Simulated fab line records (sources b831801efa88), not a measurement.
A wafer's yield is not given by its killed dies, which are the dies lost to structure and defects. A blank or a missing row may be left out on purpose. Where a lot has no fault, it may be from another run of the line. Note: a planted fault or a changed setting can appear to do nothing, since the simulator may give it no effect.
A lot that was struck, set against a sound lot | flow sky130 | 43 steps out of a route of 708
Sound: wafers L109.3, L109.4, L109.6. Struck: wafers L126.1, L126.6 (left out: L126.3, a lot-mate that was not struck); the cause follows at the end.
Order at every step that has rows: each side's tool, ch and its chambers, its first start. Under that, the readings that differ: sound wafers | struck wafers | difference of the means | sigmas: that difference in standard deviations of wafers without a fault.
alike: readings with means less than 2 such deviations apart, plus words and numbers identical on both sides. not compared: withheld readings, readings lacking a value on some wafer, bounds such as >300 that could conceal the same value, and numbers that have no deviation in the record and whose values overlap.
Wherever a step has rows on one side only, a row that says differs or no value, or a row with sigmas, the two part there. Non-overlapping numbers with no deviation appear without sigmas and do not part them. A reading that every wafer of one side lacks parts them only if that side has two wafers or more.

SKY_LDD_HVP_TW_MEAS_10:
  struck on film-metro-03, day 27 22:48; sound on film-metro-04, day 21 14:17
  alike: LDD_HVP_TW
then, 7 steps without rows for these wafers: SKY_LDD_LDN_DEHYDRATE_00 (time 60 s); SKY_LDD_LDN_HMDS_01 (prime time 60 s); SKY_LDD_LDN_COAT_02 (resist thk 1140 nm); SKY_LDD_LDN_SOFTBAKE_03 (time 60 s); SKY_LDD_LDN_EXPOSE_04 (exposes mask LDNTM, target cd 700 nm); SKY_LDD_LDN_PEB_05; SKY_LDD_LDN_DEVELOP_06 (develop time 60 s).
SKY_LDD_LDN_OVL_MEAS_07:
  struck on overlay-01, day 29 03:16; sound on overlay-01, day 22 20:10
  alike: LDD_LDN_OVL
then, 3 steps without rows for these wafers: SKY_LDD_LDN_IMPLANT_08; SKY_LDD_LDN_IMPLANT_09; SKY_LDD_LDN_IMPLANT_10.
SKY_LDD_LDN_IMPLANT_11:
  sound on implanter-01 ch 0, day 22 20:41; struck on implanter-02 ch 0, day 29 03:45
  alike: dose-ions-cm2
SKY_LDD_LDN_STRIP_12: strips in O2/N2.
  sound on plasma-asher-04 ch 0,1, day 22 20:50; struck on plasma-asher-04 ch 0, day 29 03:54
  alike: chamber-pressure-mTorr, drypump-motor-current-A, oes-product-au, strip-time-to-endpoint-s
  not compared: rf-hours-counter-h
SKY_LDD_LDN_TW_MEAS_13:
  struck on film-metro-03, day 29 04:00; sound on film-metro-04, day 22 20:55
  alike: LDD_LDN_TW
then, 2 steps without rows for these wafers: SKY_LDD_LDN_CLEAN_14 (cleans in SC1/SC2, time 150 s); SKY_SPACER_CVD_00 (deposits Si3N4 from DCS/NH3, target thk 43.1 nm, time 740 s).
SKY_SPACER_THK_MEAS_01:
  struck on film-metro-01, day 29 06:08; sound on film-metro-03, day 22 22:14
  alike: SPACER_CVD_00_THK
SKY_SPACER_ETCHBACK_02: etches Si3N4 in CH3F/O2, stops on SiO2, time 46.7 s, target depth 45 nm.
  sound on rie-diel-04 ch 1,2, day 22 22:16; struck on rie-diel-03 ch 1, day 29 06:12
  alike: chamber-pressure-mTorr, drypump-motor-current-A, oes-product-au, throttle-valve-pct
  not compared: rf-hours-counter-h
then, 8 steps without rows for these wafers: SKY_POLY_CUT_DEHYDRATE_00 (time 60 s); SKY_POLY_CUT_HMDS_01 (prime time 60 s); SKY_POLY_CUT_COAT_02 (resist thk 60 nm); SKY_POLY_CUT_COAT_03 (resist thk 450 nm); SKY_POLY_CUT_SOFTBAKE_04 (time 90 s); SKY_POLY_CUT_EXPOSE_05 (exposes mask NPCM, target cd 270 nm); SKY_POLY_CUT_PEB_06; SKY_POLY_CUT_DEVELOP_07 (develop time 60 s).
SKY_POLY_CUT_CD_MEAS_08: the cd target is 270 nm.
  struck on cd-sem-02, day 30 10:11; sound on cd-sem-01, day 24 04:12
  alike: cd-nm
SKY_POLY_CUT_OVL_MEAS_09:
  struck on overlay-01, day 30 10:18; sound on overlay-02, day 24 04:17
  alike: POLY_CUT_OVL
SKY_POLY_CUT_ETCH_10: etches BARC in N2/H2, stops on SiO2, time 45.9 s, target depth 60 nm.
  sound on rie-diel-02 ch 1,3, day 24 04:19; struck on rie-diel-02 ch 0, day 30 10:20
  alike: chamber-pressure-mTorr, drypump-motor-current-A, oes-product-au, throttle-valve-pct
  not compared: rf-hours-counter-h
SKY_POLY_CUT_ETCH_11: etches Si3N4 in CF4/CH2F2/Ar, stops on poly-Si, time 42.5 s, target depth 60 nm.
  sound on rie-diel-02 ch 1,3, day 24 04:21; struck on rie-diel-02 ch 0, day 30 10:23
  alike: chamber-pressure-mTorr, drypump-motor-current-A, oes-product-au, throttle-valve-pct
  not compared: rf-hours-counter-h
SKY_POLY_CUT_STRIP_12: strips in O2/N2.
  sound on plasma-asher-03 ch 0,1, day 24 04:26; struck on plasma-asher-02 ch 0,1, day 30 10:25
  alike: chamber-pressure-mTorr, drypump-motor-current-A, oes-product-au, strip-time-to-endpoint-s
  not compared: rf-hours-counter-h
then, 7 steps without rows for these wafers: SKY_SD_P_DEHYDRATE_00 (time 60 s); SKY_SD_P_HMDS_01 (prime time 60 s); SKY_SD_P_COAT_02 (resist thk 1140 nm); SKY_SD_P_SOFTBAKE_03 (time 60 s); SKY_SD_P_EXPOSE_04 (exposes mask PSDM, target cd 380 nm); SKY_SD_P_PEB_05; SKY_SD_P_DEVELOP_06 (develop time 60 s).
SKY_SD_P_CD_MEAS_07: the cd target is 380 nm.
  struck on cd-sem-01, day 31 13:46; sound on cd-sem-01, day 25 10:33
  alike: cd-nm
SKY_SD_P_OVL_MEAS_08:
  struck on overlay-02, day 31 13:53; sound on overlay-01, day 25 10:39
  reading       | sound          | struck  | difference | sigmas
  SD_P_OVL (nm) | -2.2 -1.5 -0.9 | 2.1 2.0 | +3.6       | +3
after that, 1 step had no rows for these wafers: SKY_SD_P_IMPLANT_09.
-- record jumps: 18 days separate the struck wafers' starts on either side; left off in module SD_P, taken up again in module PAD_OPEN, whose first shown step is the route's number 708 --
SKY_PAD_OPEN_PROBE_99:
  struck on prober-01, day 49 21:07; sound on prober-01, day 45 19:29
  reading                               | sound             | struck      | difference | sigmas
  model.etest.tip-sonos.rs-ohm-sq       | 2602 2582 2609    | 2787 2768   | +180       |
  model.etest.tip-sonos.rs-ohm-sq-range | 53.14 31.58 42.77 | 152.3 152.5 | +109.9     |
  alike: killed_at_M0_to_M3, killed_at_M4_up, killed-at-contacts, killed-at-front-end, killed-at-other, killed-dies, killed-open, killed-short
  not compared: model.etest.tip-sonos.rs-ohm-sq-rim-less-centre

WHERE THEY PART
Within this record, at SKY_SD_P_OVL_MEAS_08 only. Later steps at which nothing parts them and some readings are alike: SKY_PAD_OPEN_PROBE_99.

WHY: the cause the simulator had injected
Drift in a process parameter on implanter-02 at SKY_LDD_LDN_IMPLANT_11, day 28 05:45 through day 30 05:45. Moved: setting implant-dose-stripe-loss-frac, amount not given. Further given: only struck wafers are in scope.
